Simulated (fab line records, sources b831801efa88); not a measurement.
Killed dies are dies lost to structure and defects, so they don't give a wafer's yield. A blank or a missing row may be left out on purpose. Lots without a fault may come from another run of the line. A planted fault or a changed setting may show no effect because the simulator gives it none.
fab line records | flow sky130 | part 2 of 2: steps 27 to 27 of 27
record lots=6 wafers=18 last_day=49
route steps=708 shown VIA2@527 METAL3@532 CAPM@537 PAD_OPEN@708
lots that met no fault: from a run of the same line without faults
start_h: hours from the record's first day to the start of the lot's first wafer shown | wait_h: hours since the lot's step before | " the same as in the row above | L1.1+2: a row that stands for several wafers | - no value, or no start given | * or withheld: withheld | < > ~ a bound
route shown NAME@n: a module of which the file shows steps, and the number in the route of the first | usual: mean/standard deviation of fault-free wafers | same: alike in all rows | chamber/n: place in a boat | sites: the reading at each site | _std_site: their standard deviation | _edge_site: outer sites' mean less inner sites' | radius_mm: how far each site lies from the wafer's centre | mask NAME#n: copy n | behind: the tool/chamber that last shaped the wafer | hold: why the lot was held/for how many hours/how that ended | device: the transistor (n, p or np) that didn't switch | end of line: the same wafers' tests at the end of the route | a step without rows: its recipe alone | killed: dies lost to structure and defects at the first sort, not the wafer's yield | map: a wafer's dies, x killed, . not, _ none there
set.NAME: the setting as run; set.NAME@STEP: as run at that earlier step | model.NAME: the simulator's own value behind a step, which no gauge read
lots at some steps of the route; a table a step, a row a wafer
services: from which hour (start_h, from the record's first day; less than 0 if before it) a tool's chamber was out of use, for how many hours, and why
## steps
# step SKY_PAD_OPEN_PROBE_99
# usual defect_limited_yield=82.3/1.9 killed_at_M0_to_M3=44/6.5 killed_at_M4_up=3.3/1.9 killed_at_contacts=24/5.3 killed_at_front_end=15/4.5 killed_at_other=0.3/0.58 killed_dies=87/9.3 killed_on_rim=17/4.2 killed_open=48/6.6 killed_short=39/6.1 sort_bin_3_pad_short=0.9/0.46 sort_bin_5_function=10.5/1.6 sort_bin_6_memory=6.3/1.1 sort_n_pass=405/9.3 sort_yield_pct=82.3/1.9
# same gross_dies=492 killed_at_back_side=0 sort_bin_4_leakage[%]=0 sort_bin_8_speed[%]=0
# columns lot.wafer tool chamber start_h wait_h hold defect_limited_yield[%] killed_at_M0_to_M3 killed_at_M4_up killed_at_contacts killed_at_front_end killed_at_other killed_dies killed_on_rim killed_open killed_short sort_bin_3_pad_short[%] sort_bin_5_function[%] sort_bin_6_memory[%] sort_n_pass sort_yield_pct[%]
L508.1 prober-01 - 1104.73 0.1 - 82.1 37 4 30 17 0 88 21 56 32 0.2 9.8 7.9 404 82.1
L508.5 prober-01 - 1104.93 0.2 - 82.1 55 2 17 14 0 88 23 55 33 0.6 9.3 7.9 404 82.1
L508.6 prober-01 - 1104.98 0.2 - 82.7 43 3 23 16 0 85 23 44 41 0 11.8 5.5 407 82.7
L521.1 prober-02 - 1165.89 0.1 - 81.3 41 2 28 21 0 92 13 50 42 0.2 13.4 5.1 400 81.3
L521.4 prober-02 - 1166.04 0.2 - 83.3 43 3 23 12 1 82 18 42 40 0.2 11.0 5.5 410 83.3
L521.5 prober-02 - 1166.09 0.2 - 82.9 41 4 19 20 0 84 17 52 32 1.0 10.4 5.7 408 82.9
L523.2 prober-01 - 1168.28 0.1 await_dispo/1.1h/release 81.7 45 4 24 16 1 90 14 57 33 1.0 9.6 7.7 402 81.7
L523.3 prober-01 - 1168.33 0.2 await_dispo/1.1h/release 0 31 3 23 16 419 492 96 36 38 85.6 8.7 5.7 0 0
L523.6 prober-01 - 1168.48 0.2 await_dispo/1.1h/release 80.1 51 2 28 17 0 98 20 50 48 1.6 11.6 6.7 394 80.1
L522.3 prober-02 - 1170.75 0.2 await_dispo/9.5h/release 0 53 4 29 14 392 492 96 52 48 80.7 11.8 7.5 0 0
L522.5 prober-02 - 1170.85 0.2 await_dispo/9.5h/release 0 38 2 26 13 413 492 96 36 43 84.8 8.3 6.9 0 0
L522.6 prober-02 - 1170.90 0.2 await_dispo/9.5h/release 82.1 45 10 23 10 0 88 16 36 52 1.6 10.2 6.1 404 82.1
L526.2 prober-01 - 1184.02 0.1 - 80.9 39 2 36 17 0 94 19 63 31 0.2 14.4 4.5 398 80.9
L526.4 prober-01 - 1184.12 0.2 - 81.5 39 4 33 13 2 91 11 48 43 0.4 10.2 7.9 401 81.5
L526.5 prober-01 - 1184.17 0.2 - 84.3 40 2 22 13 0 77 12 51 26 0.8 8.5 6.3 415 84.3
# killed by level:class
L508.1 LI_CONTACT:geometric_particle:open=12 VIA1:geometric_particle:open=11 CONTACT:geometric_particle:short=9 FIELD_ISO:geometric_particle:short=7 CONTACT:geometric_particle:open=6 VIA2:geometric_particle:open=6 VIA3:geometric_particle:open=6 FIELD_ISO:geometric_particle:open=5
L508.5 VIA1:geometric_particle:open=11 CONTACT:geometric_particle:open=9 METAL1:geometric_particle:short=9 VIA2:geometric_particle:open=7 VIA3:geometric_particle:open=7 METAL2:geometric_particle:short=5 LI_CONTACT:geometric_particle:open=4 METAL1:geometric_particle:open=4
L508.6 VIA3:geometric_particle:open=9 CONTACT:geometric_particle:open=8 FIELD_ISO:geometric_particle:short=7 VIA1:geometric_particle:open=7 VIA2:geometric_particle:open=7 FIELD_ISO:geometric_particle:open=6 LOCAL_INTERCONNECT:geometric_particle:short=5 VIA1:geometric_particle:short=5
L521.1 CONTACT:geometric_particle:open=11 VIA1:geometric_particle:open=9 METAL1:geometric_particle:short=7 CONTACT:geometric_particle:short=6 VIA2:geometric_particle:open=6 METAL2:geometric_particle:short=6 POLY_GATE:geometric_particle:short=5 LI_CONTACT:geometric_particle:open=5
L521.4 VIA1:geometric_particle:open=13 VIA3:geometric_particle:open=7 CONTACT:geometric_particle:short=7 CONTACT:geometric_particle:open=7 LI_CONTACT:geometric_particle:open=5 POLY_GATE:geometric_particle:short=4 VIA3:geometric_particle:short=4 METAL1:geometric_particle:short=4
L521.5 VIA1:geometric_particle:open=10 FIELD_ISO:geometric_particle:open=10 CONTACT:geometric_particle:open=9 METAL2:geometric_particle:short=7 VIA3:geometric_particle:open=7 VIA2:geometric_particle:open=5 LI_CONTACT:geometric_particle:open=4 METAL1:geometric_particle:short=4
L523.2 VIA1:geometric_particle:open=15 CONTACT:geometric_particle:open=10 VIA3:geometric_particle:open=8 LI_CONTACT:geometric_particle:open=8 POLY_GATE:geometric_particle:short=6 METAL2:geometric_particle:short=6 FIELD_ISO:geometric_particle:open=3 FIELD_ISO:geometric_particle:short=3
L523.3 CAPM:area_etch=418 LI_CONTACT:geometric_particle:open=6 CONTACT:geometric_particle:open=6 VIA3:geometric_particle:open=6 METAL2:geometric_particle:short=6 VIA1:geometric_particle:open=5 CONTACT:geometric_particle:short=5 METAL1:geometric_particle:short=5
L523.6 METAL1:geometric_particle:short=12 CONTACT:geometric_particle:open=12 LI_CONTACT:geometric_particle:open=8 VIA1:geometric_particle:open=7 FIELD_ISO:geometric_particle:short=6 VIA2:geometric_particle:open=6 VIA3:geometric_particle:open=6 VIA2:geometric_particle:short=5
L522.3 CAPM:area_etch=392 VIA1:geometric_particle:open=13 CONTACT:geometric_particle:short=8 VIA3:geometric_particle:open=8 FIELD_ISO:geometric_particle:short=7 CONTACT:geometric_particle:open=7 LI_CONTACT:geometric_particle:open=6 VIA2:geometric_particle:open=6
L522.5 CAPM:area_etch=413 CONTACT:geometric_particle:open=12 METAL1:geometric_particle:short=9 FIELD_ISO:geometric_particle:short=7 VIA1:geometric_particle:open=7 METAL2:geometric_particle:short=6 LI_CONTACT:geometric_particle:open=5 LOCAL_INTERCONNECT:geometric_particle:short=5
L522.6 VIA1:geometric_particle:open=13 METAL4:geometric_particle:short=9 VIA1:geometric_particle:short=7 VIA2:geometric_particle:short=7 CONTACT:geometric_particle:short=6 LOCAL_INTERCONNECT:geometric_particle:short=5 FIELD_ISO:geometric_particle:open=4 LI_CONTACT:geometric_particle:short=4
L526.2 CONTACT:geometric_particle:open=20 VIA1:geometric_particle:open=11 FIELD_ISO:geometric_particle:open=7 VIA3:geometric_particle:open=6 LI_CONTACT:geometric_particle:open=6 VIA2:geometric_particle:open=6 CONTACT:geometric_particle:short=5 POLY_GATE:geometric_particle:open=4
L526.4 CONTACT:geometric_particle:open=18 VIA1:geometric_particle:open=8 VIA2:geometric_particle:open=8 LI_CONTACT:geometric_particle:open=5 VIA3:geometric_particle:open=5 FIELD_ISO:geometric_particle:short=4 LOCAL_INTERCONNECT:geometric_particle:short=4 CONTACT:geometric_particle:short=4
L526.5 VIA1:geometric_particle:open=10 CONTACT:geometric_particle:open=9 FIELD_ISO:geometric_particle:open=7 LI_CONTACT:geometric_particle:open=6 VIA1:geometric_particle:short=6 VIA3:geometric_particle:open=6 METAL1:geometric_particle:open=5 VIA2:geometric_particle:open=5
# map L522.3 (x killed, . not)
__________xxxxxxxxxx_________
________xxxxxxxxxxxxxx_______
______xxxxxxxxxxxxxxxxxx_____
_____xxxxxxxxxxxxxxxxxxxx____
____xxxxxxxxxxxxxxxxxxxxxx___
___xxxxxxxxxxxxxxxxxxxxxxxx__
__xxxxxxxxxxxxxxxxxxxxxxxxxx_
_xxxxxxxxxxxxxxxxxxxxxxxxxxxx
_xxxxxxxxxxxxxxxxxxxxxxxxxxxx
_xxxxxxxxxxxxxxxxxxxxxxxxxxxx
_xxxxxxxxxxxxxxxxxxxxxxxxxxxx
_xxxxxxxxxxxxxxxxxxxxxxxxxxxx
_xxxxxxxxxxxxxxxxxxxxxxxxxxxx
_xxxxxxxxxxxxxxxxxxxxxxxxxxxx
_xxxxxxxxxxxxxxxxxxxxxxxxxxxx
__xxxxxxxxxxxxxxxxxxxxxxxxxx_
___xxxxxxxxxxxxxxxxxxxxxxxx__
____xxxxxxxxxxxxxxxxxxxxxx___
_____xxxxxxxxxxxxxxxxxxxx____
______xxxxxxxxxxxxxxxxxx_____
________xxxxxxxxxxxxxx_______
__________xxxxxxxxxx_________
# map L523.3 (x killed, . not)
__________xxxxxxxxxx_________
________xxxxxxxxxxxxxx_______
______xxxxxxxxxxxxxxxxxx_____
_____xxxxxxxxxxxxxxxxxxxx____
____xxxxxxxxxxxxxxxxxxxxxx___
___xxxxxxxxxxxxxxxxxxxxxxxx__
__xxxxxxxxxxxxxxxxxxxxxxxxxx_
_xxxxxxxxxxxxxxxxxxxxxxxxxxxx
_xxxxxxxxxxxxxxxxxxxxxxxxxxxx
_xxxxxxxxxxxxxxxxxxxxxxxxxxxx
_xxxxxxxxxxxxxxxxxxxxxxxxxxxx
_xxxxxxxxxxxxxxxxxxxxxxxxxxxx
_xxxxxxxxxxxxxxxxxxxxxxxxxxxx
_xxxxxxxxxxxxxxxxxxxxxxxxxxxx
_xxxxxxxxxxxxxxxxxxxxxxxxxxxx
__xxxxxxxxxxxxxxxxxxxxxxxxxx_
___xxxxxxxxxxxxxxxxxxxxxxxx__
____xxxxxxxxxxxxxxxxxxxxxx___
_____xxxxxxxxxxxxxxxxxxxx____
______xxxxxxxxxxxxxxxxxx_____
________xxxxxxxxxxxxxx_______
__________xxxxxxxxxx_________
## services
# columns tool chamber start_h hours kind
rie_metal-02 0 848.34 - clean
rie_metal-02 0 848.34 26.3 scheduled_down
rie_metal-02 0 848.34 26.3 vent_cycle
cmp-01 - 852.76 5.4 repair
pvd_sputter-02 - 855.48 1.1 repair
pvd_sputter-04 - 862.62 14.0 repair
rie_metal-03 - 891.95 1.4 pm
cmp-01 - 901.82 6.2 repair
cmp-02 - 909.82 2.7 repair
cmp-02 - 911.93 0.3 repair
cmp-02 - 912.56 4.0 pm
cmp-02 - 916.56 - consumable_replace:conditioner
cmp-02 - 916.56 - consumable_replace:pad
pvd_sputter-03 - 918.34 54.1 repair
pvd_sputter-04 - 945.60 2.3 repair
cmp-02 - 956.36 0.2 repair
pvd_sputter-01 - 970.62 4.4 repair
cmp-02 - 973.73 4.0 pm
rie_metal-03 - 974.54 2.8 pm
cmp-01 - 989.27 16.3 repair
## key
first_sign step=SKY_CAPM_RS_MEAS_03 reading=visit direction=added
effect step=SKY_CAPM_RS_MEAS_03 reading=CAPM_TIN_RS direction=down sigmas=29 usual=6.94 struck=4.50
effect step=SKY_CAPM_THK_MEAS_04 reading=visit direction=added
effect step=SKY_CAPM_THK_MEAS_04 reading=CAPM_TIN_THK direction=up sigmas=42 usual=200.2 struck=305.4
effect step=SKY_CAPM_METAL_ETCH_13 reading=oes_product_au direction=up sigmas=8.2 usual=0.939 struck=0.998
effect step=SKY_PAD_OPEN_PROBE_99 reading=killed_at_other direction=up sigmas=99+ usual=0.3 struck=408
model_effect step=SKY_CAPM_SPUTTER_02 value=TiN_of_CAPM_SPUTTER_02.thk_nm without=199 struck=305.1
model_effect step=SKY_CAPM_STRIP_15 value=TiN_of_CAPM_SPUTTER_02.thk_nm without=198.5 struck=304.7
more_kills_born_at SKY_CAPM_METAL_ETCH_13@rie_metal-02=1223
met_at SKY_CAPM_SPUTTER_02
struck_wafers L522.3,L522.5,L523.3
later_rows_left_out L522.3,L522.5,L523.3
onset_between 886.26 968.37
fault kind=process_parameter_drift tool=pvd_sputter-04 chamber=- onset_h=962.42 steps=SKY_CAPM_SPUTTER_02 channel=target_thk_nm offset=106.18 shape=step end_h=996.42 scope=struck_wafers_only acts_in=these_recipes_only stated=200
# later_rows_left_out: the simulator's readings of these wafers behind a module that went badly wrong aren't trusted and aren't shown, but for the sort
